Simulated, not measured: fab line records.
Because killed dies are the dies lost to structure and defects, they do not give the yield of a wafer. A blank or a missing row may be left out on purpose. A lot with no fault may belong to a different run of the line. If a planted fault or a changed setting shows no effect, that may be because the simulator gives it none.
Matching of chambers -- flow gf180mcu -- GF_V2_CMP_26 on cmp-02 has 4 sister chambers
The step polishes, stops on SiO2, t overpolish 15 s, target thk 0 nm. 8 wafers are shown with their chamber, then 7 later ones without.

EACH WAFER AND ITS CHAMBER
wafer,chamber,motor_current_A (A),overpolish_run_s (s)
L606.6,1,12.8,15.002
L608.3,1,13.3,14.996
L611.1,0,12.1,15.015
L611.4,2,11.8,14.985
L611.5,3,9.6,15.007
L615.1,2,11.8,15.002
L615.2,3,9.8,15.003
L615.3,0,11.4,15.016

WAFERS MISSING THEIR CHAMBER
wafer,motor_current_A (A),overpolish_run_s (s)
L616.3,9.5,14.987
L616.5,13.4,15.020
L616.6,11.6,14.993
L620.2,11.8,14.988
L620.3,12.7,14.998
L621.2,10.2,14.994
L622.5,11.5,15.010

WHICH CHAMBER EACH WENT THROUGH
wafer,from the rows above,in truth
L616.3,3,3
L616.5,can't be placed: 1 or 0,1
L616.6,2,2
L620.2,2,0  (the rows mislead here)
L620.3,can't be placed: 1 or 2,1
L621.2,3,3
L622.5,can't be placed: 0 or 2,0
Placed correctly: 3 of 7. These rows do not allow placing 3 (true chamber among the candidates in 3). 1 placed wrongly.
How it was worked out, from the rows above alone: a wafer's distance from a chamber is the root of the sum, over the readings, of the square of ((its reading less the chamber's mean) divided by the reading's scatter). The wafer belongs to the nearest chamber; if the next one is less than 2 further off, it can't be placed. The mean given for a chamber averages the wafers shown for that chamber. The scatter: the root of (the sum of the squares of (reading less its chamber's mean) over the shown wafers, divided by (wafers less chambers)).
